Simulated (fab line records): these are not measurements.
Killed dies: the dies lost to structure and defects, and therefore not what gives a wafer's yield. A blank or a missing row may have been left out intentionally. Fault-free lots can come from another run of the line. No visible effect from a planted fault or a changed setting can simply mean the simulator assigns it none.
Shared-tool check | flow gf180mcu | 14 lots, 42 wafers sampled

WHAT PROMPTED THE OPENING
GF_POLY_GATE_THK_MEAS_01, reading POLY_GATE_CVD_00_THK: flagged on 2 of 14 lots. Wafers without a fault read 199.7 nm, standard deviation 2.1.
Rule: a lot is flagged in two cases, either no wafer of it has a number, or all its wafers with numbers fall more than 4 standard deviations from that mean. The rest of the lots are taken to be sound.

lot  | measured     | on            | POLY_GATE_CVD_00_THK (nm), wafer by wafer | flag
L206 | day 8 11:41  | film-metro-03 | 200.4 199.9 199.6                         |
L207 | day 8 17:11  | film-metro-02 | 198.8 199.3 197.3                         |
L208 | day 8 23:16  | film-metro-03 | 199.9 200.9 201.7                         |
L209 | day 9 06:37  | film-metro-01 | 198.6 200.2 200.2                         |
L210 | day 9 15:43  | film-metro-02 | 203.7 202.3 200.9                         |
L212 | day 10 06:28 | film-metro-01 | 199.8 198.6 198.4                         |
L213 | day 10 14:40 | film-metro-01 | 197.0 198.8 198.7                         |
L214 | day 10 19:04 | film-metro-03 | 200.0 201.3 202.6                         |
L215 | day 11 05:26 | film-metro-01 | 203.2 203.3 202.8                         |
L216 | day 11 10:28 | film-metro-02 | 200.5 200.4 200.2                         |
L217 | day 11 16:32 | film-metro-03 | 203.3 204.5 203.3                         |
L220 | day 12 11:34 | film-metro-01 | 200.1 199.8 198.2                         |
L228 | day 14 19:41 | film-metro-02 | 333.2 335.0 334.4                         | FLAGGED
L229 | day 15 09:50 | film-metro-02 | 336.2 336.1 334.4                         | FLAGGED
The mean of the flagged lots' numbers is 334.9 nm, +135.2 nm from the usual (+64 standard deviations).

WHICH TOOL RAN EACH LOT
The record holds 1 process step before the reading, out of a route of 602 steps. Read each cell as the tool, then ch plus the chambers that the sampled wafers visited, then the start.
lot  | flag    | GF_POLY_GATE_CVD_00
L206 |         | lpcvd-02 ch 0, day 8 10:20
L207 |         | lpcvd-01 ch 1, day 8 15:44
L208 |         | lpcvd-01 ch 0, day 8 21:56
L209 |         | lpcvd-02 ch 0, day 9 05:17
L210 |         | lpcvd-01 ch 1, day 9 14:23
L212 |         | lpcvd-02 ch 1, day 10 05:08
L213 |         | lpcvd-01 ch 0, day 10 13:19
L214 |         | lpcvd-01 ch 0, day 10 17:44
L215 |         | lpcvd-02 ch 0, day 11 04:05
L216 |         | lpcvd-02 ch 0, day 11 09:07
L217 |         | lpcvd-02 ch 1, day 11 15:12
L220 |         | lpcvd-02 ch 0, day 12 10:14
L228 | FLAGGED | lpcvd-01 ch 0, day 14 18:20
L229 | FLAGGED | lpcvd-01 ch 0, day 15 08:30
These steps, and what they do:
- GF_POLY_GATE_CVD_00: deposits poly-Si, target thk 200 nm, time 1200 s.
- GF_POLY_GATE_THK_MEAS_01

FLAGGED AGAINST TOTAL, ONE TOOL AT A TIME (gauges that did the reading follow at the end)
step                     | tool          | lots run | flagged | share of the flagged lots | sound lots run after its first flagged lot
GF_POLY_GATE_CVD_00      | lpcvd-01      | 7        | 2       | all                       | 0
GF_POLY_GATE_CVD_00      | lpcvd-02      | 7        | 0       | none                      | -
GF_POLY_GATE_THK_MEAS_01 | film-metro-01 | 5        | 0       | none                      | -
GF_POLY_GATE_THK_MEAS_01 | film-metro-02 | 5        | 2       | all                       | 0
GF_POLY_GATE_THK_MEAS_01 | film-metro-03 | 4        | 0       | none                      | -

WHAT IS ALLOWED BY THE TABLE
2 rows of the table ran every flagged lot: lpcvd-01 at GF_POLY_GATE_CVD_00, film-metro-02 at GF_POLY_GATE_THK_MEAS_01.
- lpcvd-01 at GF_POLY_GATE_CVD_00: 2 of its 7 lots flagged. Its last sound lot is L214 (day 10 17:44), its first flagged lot L228 (day 14 18:20): a fault that began between those two fits.
- film-metro-02 at GF_POLY_GATE_THK_MEAS_01: 2 of its 5 lots flagged. Its last sound lot is L216 (day 11 10:28), its first flagged lot L228 (day 14 19:41): a fault that began between those two fits.
These 2 tools cannot be told apart by counting lots, since each of them fits a fault that started at some hour. More lots, or a look at what each step does to the wafer, might.

WHAT HAD BEEN PUT IN BY THE SIMULATOR
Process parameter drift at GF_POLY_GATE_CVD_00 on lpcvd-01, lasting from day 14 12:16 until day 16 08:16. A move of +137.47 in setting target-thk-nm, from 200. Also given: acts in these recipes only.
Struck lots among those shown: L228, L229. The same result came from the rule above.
